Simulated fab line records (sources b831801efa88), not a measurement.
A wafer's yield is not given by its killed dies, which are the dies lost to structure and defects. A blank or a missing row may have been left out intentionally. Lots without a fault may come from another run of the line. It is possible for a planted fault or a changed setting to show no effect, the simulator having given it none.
What tool caused it? :: flow gf180mcu :: 7 lots with 21 wafers sampled at 3 steps, on a route of 602 steps

## WHAT EACH GAUGE READ, for each wafer
GF_VT_IMPLANT_RS_MEAS_46: measurement is done with a four-point probe.
lot: L132
measured: day 8 02:07
on: filmMetro-01
MVSD_RS (ohm/sq): 455.4 454.9 454.5

lot: L134
measured: day 8 19:23
on: filmMetro-02
MVSD_RS (ohm/sq): 455.4 455.4 454.9

lot: L137
measured: day 9 10:15
on: filmMetro-01
MVSD_RS (ohm/sq): 455.6 456.8 457.3

lot: L139
measured: day 10 00:19
on: filmMetro-02
MVSD_RS (ohm/sq): 453.7 455.4 454.3

lot: L152
measured: day 13 23:46
on: filmMetro-01
MVSD_RS (ohm/sq): 455.8 458.6 457.5

## EACH LOT AND THE TOOL THAT RAN IT (in order: tool; ch and the chambers of the sampled wafers; start)
lot: L132
GF_STI_OXIDATION_29: furnace-02 ch 0, day 2 16:29
GF_DNWELL_STRIP_08: plasmaAsher-03 ch 0,1, day 3 06:07

lot: L134
GF_STI_OXIDATION_29: furnace-02 ch 0, day 3 04:08
GF_DNWELL_STRIP_08: plasmaAsher-01 ch 0, day 3 18:46

lot: L137
GF_STI_OXIDATION_29: furnace-01 ch 0, day 3 16:02
GF_DNWELL_STRIP_08: plasmaAsher-03 ch 0,1, day 4 07:15

lot: L139
GF_STI_OXIDATION_29: furnace-02 ch 0, day 4 02:43
GF_DNWELL_STRIP_08: plasmaAsher-03 ch 0,1, day 4 17:52

lot: L141
GF_STI_OXIDATION_29: furnace-02, day 4 13:43
GF_DNWELL_STRIP_08: -

lot: L143
GF_STI_OXIDATION_29: furnace-02, day 5 02:26
GF_DNWELL_STRIP_08: -

lot: L152
GF_STI_OXIDATION_29: furnace-01 ch 0, day 7 02:31
GF_DNWELL_STRIP_08: plasmaAsher-03 ch 0,1, day 7 19:37
- GF_STI_OXIDATION_29: stabilise 600 s, purge 300 s, target thk 10 nm.
- GF_DNWELL_STRIP_08: strips in O2/N2.

## THE ANSWER, worked out from the rows above alone
Rule: usual is defined by the lots themselves. Put in order of their means at a reading, lots are off if they are a third of the lots or fewer, leave a main group of 4 or more, and stand apart from it by a gap of 3 or more times the standard deviation of the main group's means; of several such gaps the widest counts. The tables above print the reading to a certain number of digits; a main group whose means all agree to those digits is not used. A lot without any number at a reading at which 4 lots or more have one is off too. Any other lot the step has rows for is counted as sound.
No lot is off at any reading shown: from this, nothing can be told.

## WHAT THE SIMULATOR PUT IN
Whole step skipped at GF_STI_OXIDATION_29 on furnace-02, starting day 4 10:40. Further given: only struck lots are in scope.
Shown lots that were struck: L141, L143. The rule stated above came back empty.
